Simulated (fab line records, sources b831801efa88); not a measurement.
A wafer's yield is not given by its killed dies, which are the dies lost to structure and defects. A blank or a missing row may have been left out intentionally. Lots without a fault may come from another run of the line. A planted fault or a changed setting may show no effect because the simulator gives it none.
Which tool is to blame?    flow sky130    Sampling: 13 lots, 38 wafers, 4 of 708 route steps

## WHAT THE GAUGES READ, wafer by wafer
SKY_VT_ADJUST_HVTP_OVL_MEAS_08. Usual: VT_ADJUST_HVTP_OVL typically reads 0.7 nm, with standard deviation 1.6.
lot   measured      on          VT_ADJUST_HVTP_OVL (nm)  flag
L902  day 5 22:32   overlay-01  0.8 1.4 1.3              
L905  day 6 17:47   overlay-01  0.3 0.4 1.7              
L907  day 7 06:38   overlay-01  2.2 2.8 5.0              
L908  day 7 16:02   overlay-01  1.3 1.1 -0.6             
L909  day 7 22:29   overlay-01  2.3 0.8 3.7              
L910  day 8 03:32   overlay-02  3.6 4.1 2.9              
L911  day 8 09:07   overlay-02  -0.7 0.3                 
L914  day 9 05:26   overlay-01  2.4 1.8 3.2              
L919  day 10 12:50  overlay-01  0.5 0.3 1.6              
L922  day 11 09:16  overlay-01  -2.4 -1.0 -0.9           
L923  day 11 13:28  overlay-01  3.8 2.0 1.1              
L924  day 11 19:05  overlay-02  0.5 0.0 0.5              
L925  day 12 10:56  overlay-02  1.5 0.1 0.6              

SKY_SONOS_TUNNEL_CD_MEAS_07 targets a cd of 410 nm. Usual: cd nm at 410.4 nm, with a standard deviation of 1.8.
lot   measured      on         cd nm (nm)         flag
L902  day 11 04:17  cd sem-01  411.5 411.6 412.8  
L905  day 12 03:56  cd sem-02  413.0 411.3 412.8  
L907  day 12 23:38  cd sem-01  409.5 410.7 409.2  
L908  day 13 10:16  cd sem-01  411.2 410.4 410.0  
L909  day 13 18:29  cd sem-02  410.7 450.5 411.1  OFF
L910  day 14 01:52  cd sem-02  408.7 406.6 408.2  
L911  day 14 08:08  cd sem-02  412.5 450.8        OFF
L914  day 15 08:37  cd sem-01  449.0 411.8 450.8  OFF
L919  day 16 23:19  cd sem-01  413.8 412.9 410.3  
L922  day 18 02:25  cd sem-01  412.4 412.0 413.3  
L923  day 18 07:17  cd sem-01  409.8 411.1 408.6  
L924  day 18 14:54  cd sem-02  408.6 408.5 410.6  
L925  day 19 10:14  cd sem-02  407.1 405.4 407.5  

SKY_SONOS_ONO_THK_MEAS_03. Usual: SONOS_ONO_CVD_02_THK typically reads 10.58 nm, with standard deviation 0.13.
lot   measured      on             SONOS_ONO_CVD_02_THK (nm)  flag
L902  day 11 10:46  film metro-01  10.57 10.48 10.43          
L905  day 12 07:19  film metro-01  10.59 10.50 10.59          
L907  day 13 03:53  film metro-04  10.80 10.72 10.75          
L908  day 13 13:46  film metro-01  10.46 10.37 10.54          
L909  day 13 23:14  film metro-02  10.54 10.52 10.64          
L910  day 14 06:50  film metro-02  10.61 10.61 10.51          
L911  day 14 16:53  film metro-02  10.46 10.41                
L914  day 15 14:58  film metro-02  10.74 10.72 10.74          
L919  day 17 03:11  film metro-04  10.52 10.65 10.52          
L922  day 18 08:28  film metro-02  10.56 10.51 10.43          
L923  day 18 20:47  film metro-01  10.52 10.45 10.42          
L924  day 18 23:13  film metro-01  10.40 10.54 10.45          
L925  day 19 13:52  film metro-01  10.64 10.57 10.62          

## EACH LOT AND THE TOOL THAT RAN IT (in order: tool; ch and the chambers of the sampled wafers; start)
lot   SKY_SONOS_TUNNEL_DEVELOP_06
L902  litho track-02 ch 0, day 11 04:08
L905  litho track-01 ch 0, day 12 03:47
L907  litho track-01 ch 0, day 12 23:29
L908  litho track-01 ch 0, day 13 10:07
L909  litho track-01 ch 0, day 13 18:20
L910  litho track-02 ch 0, day 14 01:43
L911  litho track-01 ch 0, day 14 07:59
L914  litho track-01 ch 0, day 15 08:28
L919  litho track-04 ch 0, day 16 23:10
L922  litho track-04 ch 0, day 18 02:16
L923  litho track-01 ch 0, day 18 07:08
L924  litho track-04 ch 0, day 18 14:46
L925  litho track-01 ch 0, day 19 10:05
- SKY_SONOS_TUNNEL_DEVELOP_06: develop time 60 s.

## AS READ BY THE TOOLS THEMSELVES (means over the sampled wafers that have a number; for cases with no such wafer, the mark the record gives instead)
The record holds no such reading with a usual standard deviation.

## THE ANSWER, worked out from the rows above alone
Rule: take the mean of a lot's wafers that have a number; if it is more than 3 standard deviations from the usual mean, the lot is off. Also off: a lot with no number at a reading for which 4 or more lots have one. All remaining lots with rows at the step are treated as sound. First the gauges in route order, then the tools' own readings, where a lot's mean is used as printed above. The first step at which some lot is off is used, and at that step the reading that is off furthest; a lot without a number counts as furthest.
Off: L909, L911, L914, at SKY_SONOS_TUNNEL_CD_MEAS_07 (cd nm).
If a tool, at a process step before that reading, ran all the lots that are off and no sound lot after the first of them, it fits. Those tools and the gauges at SKY_SONOS_TUNNEL_CD_MEAS_07 are tried in the same way. Of those tried, none fits.

## WHAT WAS PUT IN BY THE SIMULATOR
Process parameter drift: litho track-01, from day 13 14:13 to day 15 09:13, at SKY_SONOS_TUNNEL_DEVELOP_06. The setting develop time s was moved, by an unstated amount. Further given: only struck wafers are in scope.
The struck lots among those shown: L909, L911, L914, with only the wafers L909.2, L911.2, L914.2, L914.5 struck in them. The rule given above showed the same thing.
